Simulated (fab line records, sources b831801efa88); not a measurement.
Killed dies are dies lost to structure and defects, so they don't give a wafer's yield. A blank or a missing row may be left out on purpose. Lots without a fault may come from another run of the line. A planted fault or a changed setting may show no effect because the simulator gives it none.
fab line records | flow gf180mcu
record lots=24 wafers=72 last_day=34
route steps=602 shown HV_LDD@208 M1@332 V1@338 V3@454 TOP_METAL@567 PASSIVATION@598
lots that met no fault: from a run of the same line without faults
start_h: hours from the record's first day to the start of the lot's first wafer shown | wait_h: hours since the lot's step before | " the same as in the row above | L1.1+2: a row that stands for several wafers | - no value, or no start given | * or withheld: withheld | < > ~ a bound
route shown NAME@n: a module of which the file shows steps, and the number in the route of the first | usual: mean/standard deviation of fault-free wafers | same: alike in all rows | chamber/n: place in a boat | sites: the reading at each site | _std_site: their standard deviation | _edge_site: outer sites' mean less inner sites' | radius_mm: how far each site lies from the wafer's centre | mask NAME#n: copy n | behind: the tool/chamber that last shaped the wafer | hold: why the lot was held/for how many hours/how that ended | device: the transistor (n, p or np) that didn't switch | end of line: the same wafers' tests at the end of the route | a step without rows: its recipe alone | killed: dies lost to structure and defects at the first sort, not the wafer's yield | map: a wafer's dies, x killed, . not, _ none there
set.NAME: the setting as run; set.NAME@STEP: as run at that earlier step | model.NAME: the simulator's own value behind a step, which no gauge read
steps of the route over a sample of lots; a table a step, a row a wafer
services: from which hour (start_h, from the record's first day; less than 0 if before it) a tool's chamber was out of use, for how many hours, and why
## steps
# step GF_HV_LDD_OVL_MEAS_32
# usual HV_LDD_02_OVL=0.3/1.2
# columns lot.wafer tool chamber start_h wait_h HV_LDD_02_OVL[nm]
L074.2 overlay-02 - 251.11 0.1 -0.7
L074.3 " - " " 1.0
L074.5 " - " " 0.4
L075.1 overlay-01 - 257.01 0.1 0.9
L075.2 " - " " 1.9
L075.3 " - " " 0.1
L076.1 overlay-02 - 267.84 0.1 1.8
L076.3 " - " " 3.4
L076.4 " - " " 1.4
L077.3 overlay-01 - 275.70 0.1 1.4
L077.5 " - " " 1.8
L077.6 " - " " 0.8
L078.1 overlay-01 - 285.59 0.1 -0.8
L078.2 " - " " -0.4
L078.3 " - " " -0.3
L079.2 overlay-02 - 287.25 0.1 -0.6
L079.3 " - " " 0.9
L079.5 " - " " 0.5
L080.4 overlay-02 - 291.76 0.1 1.1
L080.5 " - " " 0.8
L080.6 " - " " 2.2
L081.1 overlay-01 - 299.30 0.1 1.4
L081.2 " - " " 0.1
L081.4 " - " " -1.0
L082.1 overlay-01 - 307.20 0.1 -2.3
L082.4 " - " " 0.1
L082.5 " - " " -2.3
L083.3 overlay-01 - 318.00 0.1 0.7
L083.4 " - " " 2.3
L083.5 " - " " 0.3
L084.4 overlay-02 - 322.42 0.1 0.5
L084.5 " - " " 1.1
L084.6 " - " " 0.6
L085.3 overlay-01 - 331.35 0.1 -0.3
L085.4 " - " " -0.3
L085.6 " - " " -0.5
L086.1 overlay-01 - 347.59 0.1 -1.2
L086.2 " - " " 0.6
L086.3 " - " " -0.7
L087.3 overlay-01 - 348.55 0.1 0.8
L087.5 " - " " 3.0
L087.6 " - " " 1.4
L088.3 overlay-01 - 363.25 0.1 -0.5
L088.4 " - " " 0.2
L088.5 " - " " 0.3
L089.2 overlay-02 - 380.74 0.1 -0.1
L089.3 " - " " 1.6
L089.6 " - " " -0.5
L090.2 overlay-01 - 390.24 0.1 -0.8
L090.5 " - " " 2.0
L090.6 " - " " 2.5
L091.1 overlay-01 - 411.30 0.1 1.5
L091.2 " - " " 0.7
L091.3 " - " " -0.1
L092.2 overlay-02 - 411.46 0.1 0.0
L092.3 " - " " 0.7
L092.6 " - " " -0.6
L093.2 overlay-02 - 425.89 0.1 2.5
L093.4 " - " " 2.0
L093.5 " - " " 0.6
L094.2 overlay-01 - 433.96 0.1 0.2
L094.3 " - " " 1.1
L094.4 " - " " -0.2
L096.1 overlay-01 - 443.25 0.1 -0.9
L096.3 " - " " 0.6
L096.6 " - " " 0.6
L097.1 overlay-01 - 444.75 0.1 -0.5
L097.4 " - " " 1.2
L097.6 " - " " 0.7
L095.2 overlay-01 - 445.29 0.1 -2.0
L095.3 " - " " -1.1
L095.5 " - " " -0.7
# step GF_M1_STRIP_17
# recipe chemistry=O2/N2 power_w=1400 pressure_mtorr=1500 platen_temp_c=250 o2_flow_sccm=3000 n2_flow_sccm=300 overash_fraction=0.5
# usual drypump_motor_current_A=5.8/0.51 heater_power_w=340/22 o2_flow_sccm=3001/9.7 oes_product_au=0.537/0.005 strip_time_to_endpoint_s=7.36/0.043
# columns lot.wafer tool chamber start_h wait_h drypump_motor_current_A heater_power_w o2_flow_sccm oes_product_au rf_hours_counter_h strip_time_to_endpoint_s
L074.2 plasma_asher-01 0 382.41 0.1 6.5 332 2999 0.544 73 7.41
L074.3 " 0 " " 6.5 336 3007 0.535 - 7.33
L074.5 " 0 " " 6.5 331 2997 0.546 - 7.40
L075.1 plasma_asher-01 1 388.81 0.1 6.3 363 3005 0.547 74 7.39
L075.2 " 0 " " 6.5 334 2989 0.542 74 7.43
L075.3 " 0 " " 6.5 336 3000 0.538 - 7.41
L076.1 plasma_asher-02 1 400.85 0.1 5.9 314 2981 0.539 29 7.37
L076.3 " 0 " " 5.2 334 2977 0.539 - 7.39
L076.4 " 1 " " 5.9 313 2987 0.538 - 7.29
L077.3 plasma_asher-02 0 410.78 0.1 5.2 333 3001 0.536 - 7.29
L077.5 " 1 " " 5.9 314 2993 0.537 - 7.32
L077.6 " 0 " " 5.2 327 3006 0.533 - 7.32
L078.1 plasma_asher-03 1 423.05 0.1 5.3 309 2998 0.539 64 7.26
L078.2 " 0 " " 5.5 370 2997 0.532 64 7.34
L078.3 " 1 " " 5.3 314 2982 0.539 - 7.29
L079.2 plasma_asher-03 1 424.11 0.1 5.3 322 2997 0.535 64 7.39
L079.3 " 1 " " 5.3 318 3001 0.542 - 7.41
L079.5 " 1 " " 5.3 309 2996 0.544 - 7.41
L080.4 plasma_asher-01 0 428.80 0.1 6.5 340 3004 0.554 - 7.41
L080.5 " 0 " " 6.5 340 2992 0.540 - 7.38
L080.6 " 1 " " 6.3 366 2998 0.542 - 7.42
L081.1 plasma_asher-03 0 438.65 0.1 5.6 375 2994 0.527 66 7.25
L081.2 " 1 " " 5.3 324 2997 0.541 66 7.34
L081.4 " 1 " " 5.3 308 2997 0.532 - 7.27
L082.1 plasma_asher-02 1 446.50 0.1 5.9 325 2998 0.540 34 7.34
L082.4 " 0 " " 5.2 336 3009 0.537 - 7.30
L082.5 " 0 " " 5.1 324 2998 0.534 - 7.32
L083.3 plasma_asher-02 0 460.23 0.1 5.2 337 3018 0.539 - 7.38
L083.4 " 1 " " 5.9 311 3010 0.538 - 7.40
L083.5 " 0 " " 5.2 329 3001 0.535 - 7.37
L084.4 plasma_asher-01 1 466.03 0.1 6.3 366 3002 0.524 - 7.27
L084.5 " 1 " " 6.3 368 3012 0.528 - 7.27
L084.6 " 0 " " 6.5 343 2980 0.541 - 7.33
L085.3 plasma_asher-01 1 475.13 0.1 6.3 384 3005 0.542 - 7.36
L085.4 " 0 " " 6.5 333 3000 0.537 - 7.36
L085.6 " 0 " " 6.5 330 3000 0.537 - 7.33
L086.1 plasma_asher-01 1 493.55 0.1 6.3 369 2994 0.542 84 7.45
L086.2 " 0 " " 6.5 332 3009 0.538 84 7.35
L086.3 " 1 " " 6.3 363 3004 0.538 - 7.35
L087.3 plasma_asher-02 0 495.80 0.1 5.2 316 2993 0.546 - 7.40
L087.5 " 1 " " 5.9 317 3002 0.531 - 7.39
L087.6 " 0 " " 5.2 330 2997 0.541 - 7.39
L088.3 plasma_asher-03 1 509.30 0.1 5.3 319 2987 0.536 - 7.35
L088.4 " 0 " " 5.6 364 2998 0.536 - 7.35
L088.5 " 0 " " 5.6 360 2986 0.545 - 7.42
L089.2 plasma_asher-03 0 528.31 0.1 5.5 358 2984 0.534 75 7.41
L089.3 " 0 " " 5.5 369 2992 0.543 - 7.43
L089.6 " 0 " " 5.5 364 3002 0.541 - 7.38
L090.2 plasma_asher-01 0 539.97 0.1 6.5 337 3013 0.544 89 7.35
L090.5 " 0 " " 6.5 336 3009 0.539 - 7.30
L090.6 " 1 " " 6.3 366 2987 0.535 - 7.32
L091.1 plasma_asher-02 1 557.45 0.1 5.9 318 3006 0.540 46 7.39
L091.2 " 0 " " 5.2 337 3013 0.532 46 7.36
L091.3 " 1 " " 5.9 317 3009 0.542 - 7.35
L092.2 plasma_asher-03 0 558.68 0.2 5.5 359 2988 0.535 79 7.38
L092.3 " 1 " " 5.2 310 3000 0.533 - 7.39
L092.6 " 0 " " 5.6 367 2991 0.531 - 7.37
L093.2 plasma_asher-01 0 574.10 0.1 6.5 345 3010 0.541 92 7.35
L093.4 " 1 " " 6.3 367 2997 0.532 - 7.38
L093.5 " 1 " " 6.3 363 2996 0.541 - 7.41
L094.2 plasma_asher-01 1 579.48 0.2 6.3 370 2995 0.538 93 7.28
L094.3 " 0 " " 6.5 347 3012 0.536 - 7.32
L094.4 " 1 " " 6.3 378 2994 0.534 - 7.28
L096.1 plasma_asher-03 0 588.07 0.1 5.5 367 3001 0.540 83 7.39
L096.3 " 0 " " 5.5 372 3010 0.539 - 7.38
L096.6 " 1 " " 5.2 317 2994 0.527 - 7.38
L097.1 plasma_asher-03 1 589.70 0.2 5.2 310 3013 0.538 83 7.36
L097.4 " 1 " " 5.3 314 3009 0.536 - 7.38
L097.6 " 1 " " 5.2 323 3012 0.546 - 7.39
L095.2 plasma_asher-02 0 590.72 0.1 5.2 333 3005 0.536 51 7.37
L095.3 " 1 " " 5.9 319 2989 0.541 - 7.39
L095.5 " 1 " " 5.9 314 2993 0.541 - 7.39
# step GF_V1_THK_MEAS_03
# recipe reads=SiO2_of_V1_CVD_02
# usual V1_CVD_02_THK=849/11
# columns lot.wafer tool chamber start_h wait_h V1_CVD_02_THK[nm]
L074.2 film_metro-01 - 383.17 0.0 838
L074.3 " - " " 847
L074.5 " - " " 853
L075.1 film_metro-03 - 389.58 0.0 847
L075.2 " - " " 845
L075.3 " - " " 834
L076.1 film_metro-03 - 401.62 0.0 857
L076.3 " - " " 833
L076.4 " - " " 845
L077.3 film_metro-01 - 411.51 0.1 849
L077.5 " - " " 834
L077.6 " - " " 845
L078.1 film_metro-03 - 423.79 0.0 844
L078.2 " - " " 834
L078.3 " - " " 842
L079.2 film_metro-01 - 424.86 0.0 843
L079.3 " - " " 843
L079.5 " - " " 866
L080.4 film_metro-02 - 429.57 0.0 851
L080.5 " - " " 827
L080.6 " - " " 832
L081.1 film_metro-03 - 439.38 0.0 843
L081.2 " - " " 843
L081.4 " - " " 857
L082.1 film_metro-02 - 447.23 0.0 836
L082.4 " - " " 843
L082.5 " - " " 863
L083.3 film_metro-01 - 461.00 0.1 836
L083.4 " - " " 853
L083.5 " - " " 840
L084.4 film_metro-01 - 466.84 0.0 844
L084.5 " - " " 845
L084.6 " - " " 836
L085.3 film_metro-02 - 475.89 0.1 842
L085.4 " - " " 867
L085.6 " - " " 862
L086.1 film_metro-01 - 494.28 0.0 854
L086.2 " - " " 850
L086.3 " - " " 858
L087.3 film_metro-02 - 496.52 0.1 850
L087.5 " - " " 851
L087.6 " - " " 853
L088.3 film_metro-03 - 510.02 0.1 838
L088.4 " - " " 851
L088.5 " - " " 852
L089.2 film_metro-01 - 529.06 0.0 841
L089.3 " - " " 846
L089.6 " - " " 851
L090.2 film_metro-01 - 540.75 0.1 845
L090.5 " - " " 855
L090.6 " - " " 853
L091.1 film_metro-03 - 558.18 0.0 847
L091.2 " - " " 848
L091.3 " - " " 851
L092.2 film_metro-03 - 559.44 0.0 850
L092.3 " - " " 845
L092.6 " - " " 863
L093.2 film_metro-01 - 574.85 0.0 852
L093.4 " - " " 870
L093.5 " - " " 864
L094.2 film_metro-02 - 580.22 0.0 846
L094.3 " - " " 835
L094.4 " - " " 855
L096.1 film_metro-02 - 588.81 0.0 846
L096.3 " - " " 851
L096.6 " - " " 860
L097.1 film_metro-01 - 590.46 0.0 851
L097.4 " - " " 856
L097.6 " - " " 870
L095.2 film_metro-03 - 591.46 0.0 855
L095.3 " - " " 859
L095.5 " - " " 874
# step GF_V3_THK_MEAS_25
# recipe thk_meas_gauge=xrf reads=W_of_V3_CVD_23
# usual V3_W_THK=357/6.7
# columns lot.wafer tool chamber start_h wait_h V3_W_THK[nm]
L074.2 film_metro-01 - 508.03 0.1 343
L074.3 " - " " 338
L074.5 " - " " 342
L075.1 film_metro-02 - 514.28 0.1 356
L075.2 " - " " 354
L075.3 " - " " 354
L076.1 film_metro-02 - 526.57 0.1 352
L076.3 " - " " 357
L076.4 " - " " 355
L077.3 film_metro-01 - 536.12 0.1 354
L077.5 " - " " 356
L077.6 " - " " 354
L078.1 film_metro-02 - 546.67 0.1 357
L078.2 " - " " 359
L078.3 " - " " 351
L079.2 film_metro-02 - 547.89 0.1 355
L079.3 " - " " 357
L079.5 " - " " 359
L080.4 film_metro-03 - 553.59 0.1 348
L080.5 " - " " 354
L080.6 " - " " 352
L081.1 film_metro-03 - 563.26 0.1 357
L081.2 " - " " 355
L081.4 " - " " 356
L082.1 film_metro-02 - 569.46 0.1 360
L082.4 " - " " 360
L082.5 " - " " 360
L083.3 film_metro-02 - 582.15 0.1 358
L083.4 " - " " 360
L083.5 " - " " 362
L084.4 film_metro-01 - 588.29 0.1 347
L084.5 " - " " 353
L084.6 " - " " 348
L085.3 film_metro-02 - 596.83 0.1 367
L085.4 " - " " 368
L085.6 " - " " 364
L086.1 film_metro-03 - 613.29 0.1 359
L086.2 " - " " 351
L086.3 " - " " 357
L087.3 film_metro-01 - 614.75 0.1 349
L087.5 " - " " 350
L087.6 " - " " 350
L088.3 film_metro-02 - 625.63 0.1 356
L088.4 " - " " 359
L088.5 " - " " 359
L089.2 film_metro-02 - 643.27 0.1 363
L089.3 " - " " 363
L089.6 " - " " 365
L090.2 film_metro-02 - 654.16 0.1 357
L090.5 " - " " 352
L090.6 " - " " 358
L091.1 film_metro-01 - 669.83 0.1 352
L091.2 " - " " 360
L091.3 " - " " 358
L092.2 film_metro-03 - 670.62 0.1 346
L092.3 " - " " 370
L092.6 " - " " 366
L093.2 film_metro-03 - 684.21 0.1 353
L093.4 " - " " 369
L093.5 " - " " 354
L094.2 film_metro-02 - 686.74 0.1 367
L094.3 " - " " 367
L094.4 " - " " 359
L096.1 film_metro-02 - 697.55 0.1 371
L096.3 " - " " 360
L096.6 " - " " 376
L097.1 film_metro-03 - 698.10 0.1 354
L097.4 " - " " 356
L097.6 " - " " 357
L095.2 film_metro-03 - 698.49 0.1 347
L095.3 " - " " 355
L095.5 " - " " 357
# step GF_TOP_METAL_SPUTTER_00
# recipe material=Ti target_thk_nm=37.5 arriving_ion_energy_ev=80 substrate_temp_c=200 chamber_pressure_pa=2 power_w=4000 time_s=150
# usual throttle_valve_pct=30.0/1.3
# columns lot.wafer tool chamber start_h wait_h throttle_valve_pct
L074.2 pvd_sputter-01 - 624.55 0.2 30.3
L074.3 " - " " 29.4
L074.5 " - " " 30.3
L075.1 pvd_sputter-04 - 630.82 0.1 30.6
L075.2 " - " " 29.8
L075.3 " - " " 31.7
L076.1 pvd_sputter-03 - 642.32 0.2 27.8
L076.3 " - " " 30.9
L076.4 " - " " 31.5
L077.3 pvd_sputter-03 - 650.36 0.2 30.8
L077.5 " - " " 30.9
L077.6 " - " " 31.4
L078.1 pvd_sputter-01 - 660.47 0.1 27.7
L078.2 " - " " 29.2
L078.3 " - " " 30.8
L079.2 pvd_sputter-04 - 661.29 0.1 30.8
L079.3 " - " " 31.9
L079.5 " - " " 29.0
L080.4 pvd_sputter-01 - 665.96 0.2 31.0
L080.5 " - " " 30.8
L080.6 " - " " 27.2
L081.1 pvd_sputter-04 - 673.16 0.1 31.9
L081.2 " - " " 30.6
L081.4 " - " " 29.1
L082.1 pvd_sputter-04 - 679.18 0.2 30.1
L082.4 " - " " 30.6
L082.5 " - " " 30.8
L083.3 pvd_sputter-01 - 690.24 0.1 27.6
L083.4 " - " " 30.7
L083.5 " - " " 27.1
L084.4 pvd_sputter-04 - 694.60 0.2 30.6
L084.5 " - " " 30.6
L084.6 " - " " 30.1
L085.3 pvd_sputter-04 - 702.77 0.2 30.7
L085.4 " - " " 29.9
L085.6 " - " " 29.0
L086.1 pvd_sputter-03 - 716.37 0.1 31.4
L086.2 " - " " 27.7
L086.3 " - " " 30.7
L087.3 pvd_sputter-03 - 719.17 0.1 27.9
L087.5 " - " " 30.9
L087.6 " - " " 29.9
L088.3 pvd_sputter-01 - 727.13 0.2 30.8
L088.4 " - " " 27.4
L088.5 " - " " 29.2
L089.2 pvd_sputter-01 - 743.05 0.2 30.7
L089.3 " - " " 30.0
L089.6 " - " " 29.3
L090.2 pvd_sputter-03 - 751.45 0.1 31.3
L090.5 " - " " 31.6
L090.6 " - " " 31.0
L091.1 pvd_sputter-03 - 763.79 0.1 31.1
L091.2 " - " " 31.4
L091.3 " - " " 29.8
L092.2 pvd_sputter-03 - 764.88 0.1 31.2
L092.3 " - " " 31.3
L092.6 " - " " 30.9
L093.2 pvd_sputter-01 - 775.93 0.1 29.9
L093.4 " - " " 30.4
L093.5 " - " " 30.9
L094.2 pvd_sputter-03 - 778.81 0.1 30.8
L094.3 " - " " 31.4
L094.4 " - " " 29.8
L096.1 pvd_sputter-01 - 788.35 0.1 30.8
L096.3 " - " " 30.4
L096.6 " - " " 29.4
L097.1 pvd_sputter-03 - 788.95 0.1 31.0
L097.4 " - " " 31.5
L097.6 " - " " 31.1
L095.2 pvd_sputter-04 - 789.55 0.2 28.9
L095.3 " - " " 30.7
L095.5 " - " " 29.3
# step GF_PASSIVATION_ETCH_11
# recipe chemistry=CF4/O2 target_depth_nm=2040 stop_on=TiN source_w=800 bias_w=150 pressure_mtorr=150 cf4_flow_sccm=80 O2_flow_sccm=10 time_s=453.3
# usual drypump_motor_current_A=5.8/0.41 oes_product_au=0.988/0.0062 throttle_valve_pct=5.968/0.01
# columns lot.wafer tool chamber start_h wait_h drypump_motor_current_A oes_product_au rf_hours_counter_h throttle_valve_pct
L074.2 rie_diel-01 0 665.13 - 5.3 0.987 17 5.978
L074.3 " 2 " " 5.1 0.990 19 5.975
L074.5 " 0 " " 5.3 0.990 - 5.974
L075.1 rie_diel-04 3 671.78 - 5.6 0.981 21 5.968
L075.2 " 2 " " 6.6 0.994 9 5.957
L075.3 " 1 " " 5.8 0.995 27 5.977
L076.1 rie_diel-02 1 682.91 - 5.5 0.984 13 5.964
L076.3 " 2 " " 5.9 0.982 6 5.975
L076.4 " 3 " " 6.3 0.996 16 5.981
L077.3 rie_diel-04 0 690.16 - 5.9 0.995 11 5.964
L077.5 " 3 " " 5.6 0.999 - 5.953
L077.6 " 0 " " 6.0 0.993 - 5.965
L078.1 rie_diel-04 3 699.06 - 5.6 0.991 23 5.947
L078.2 " 0 " " 6.0 0.993 11 5.961
L078.3 " 2 " " 6.6 0.991 10 5.970
L079.2 rie_diel-01 0 699.97 - 5.4 0.983 19 5.959
L079.3 " 1 " " 5.6 0.985 62 5.961
L079.5 " 0 " " 5.4 0.987 - 5.968
L080.4 rie_diel-02 3 705.12 - 6.2 0.996 17 5.976
L080.5 " 0 " " 6.1 0.986 - 5.972
L080.6 " 1 " " 5.5 0.980 - 5.963
L081.1 rie_diel-01 0 712.21 - 5.3 0.985 19 5.958
L081.2 " 3 " " 5.8 0.993 10 5.971
L081.4 " 0 " " 5.4 0.994 - 5.973
L082.1 rie_diel-01 3 717.62 - 5.8 0.991 11 5.954
L082.4 " 3 " " 5.8 0.993 - 5.960
L082.5 " 2 " " 5.1 0.990 - 5.968
L083.3 rie_diel-02 0 726.92 - 6.1 0.987 26 5.964
L083.4 " 2 " " 5.9 0.992 8 5.966
L083.5 " 2 " " 5.9 0.985 - 5.975
L084.4 rie_diel-02 2 731.48 - 5.9 0.984 8 5.975
L084.5 " 2 " " 5.9 0.982 - 5.949
L084.6 " 1 " " 5.4 0.979 - 5.974
L085.3 rie_diel-01 0 739.82 - 5.4 0.989 21 5.977
L085.4 " 1 " " 5.6 0.986 1 5.964
L085.6 " 1 " " 5.6 0.988 - 5.960
L086.1 rie_diel-02 2 751.42 - 5.9 0.979 9 5.969
L086.2 " 3 " " 6.2 0.990 19 5.961
L086.3 " 1 " " 5.4 0.983 17 5.998
L087.3 rie_diel-04 1 754.81 - 5.8 0.988 31 5.966
L087.5 " 2 " " 6.6 0.988 - 5.973
L087.6 " 3 " " 5.6 0.993 - 5.986
L088.3 rie_diel-04 2 761.53 - 6.6 1.009 13 5.975
L088.4 " 3 " " 5.6 0.978 24 5.959
L088.5 " 2 " " 6.6 0.989 - 5.949
L089.2 rie_diel-04 3 776.93 - 5.6 0.997 25 5.982
L089.3 " 1 " " 5.8 0.989 32 5.984
L089.6 " 3 " " 5.6 0.990 - 5.965
L090.2 rie_diel-01 2 784.72 - 5.1 0.988 24 6.001
L090.5 " 1 " " 5.6 0.990 - 5.956
L090.6 " 2 " " 5.1 0.986 - 5.963
L091.1 rie_diel-02 1 796.22 - 5.4 0.985 19 5.971
L091.2 " 0 " " 6.1 0.983 29 5.964
L091.3 " 2 " " 5.9 0.988 11 5.970
L092.2 rie_diel-04 2 797.53 - 6.6 0.981 15 5.973
L092.3 " 0 " " 6.0 0.979 16 5.966
L092.6 " 2 " " 6.6 0.991 - 5.978
L093.2 rie_diel-01 2 808.72 - 5.1 0.994 25 5.969
L093.4 " 0 " " 5.4 0.993 25 5.958
L093.5 " 2 " " 5.1 0.982 - 5.966
L094.2 rie_diel-01 1 810.87 - 5.6 0.993 5 5.964
L094.3 " 3 " " 5.9 0.996 15 5.972
L094.4 " 0 " " 5.4 1.004 25 5.961
L096.1 rie_diel-02 3 820.06 - 6.2 0.982 22 5.972
L096.3 " 0 " " 6.1 0.993 30 5.958
L096.6 " 0 " " 6.1 0.988 - 5.967
L097.1 rie_diel-04 0 820.67 - 6.0 0.995 17 5.967
L097.4 " 3 " " 5.6 0.986 27 5.960
L097.6 " 0 " " 6.0 0.984 - 5.977
L095.2 rie_diel-02 1 821.13 - 5.5 0.979 20 5.965
L095.3 " 0 " " 6.1 0.985 30 5.968
L095.5 " 1 " " 5.5 0.982 - 5.972
## services
# columns tool chamber start_h hours kind
plasma_asher-01 - 365.15 2.8 pm
plasma_asher-03 - 375.55 15.6 pm
rie_diel-01 1 413.67 17.9 repair
rie_diel-04 2 426.32 19.3 repair
rie_diel-01 2 457.87 15.6 repair
rie_diel-01 1 467.07 2.9 repair
pvd_sputter-03 - 471.31 2.8 repair
rie_diel-04 2 487.05 6.9 repair
pvd_sputter-01 - 492.24 3.8 repair
rie_diel-02 2 492.68 2.6 repair
pvd_sputter-03 - 508.64 2.2 repair
pvd_sputter-01 - 520.43 4.7 repair
rie_diel-01 3 522.27 3.4 repair
pvd_sputter-03 - 533.64 3.5 repair
pvd_sputter-03 - 534.26 10.8 repair
rie_diel-04 2 544.35 9.1 repair
plasma_asher-01 - 557.42 4.3 pm
pvd_sputter-01 - 558.29 4.2 repair
rie_diel-02 - 567.06 2.8 pm
plasma_asher-03 - 607.66 3.4 repair
plasma_asher-01 - 672.30 0.7 repair
pvd_sputter-03 - 719.84 9.9 repair
plasma_asher-01 - 733.75 9.0 pm
plasma_asher-01 - 737.21 5.3 repair
## key
fault none
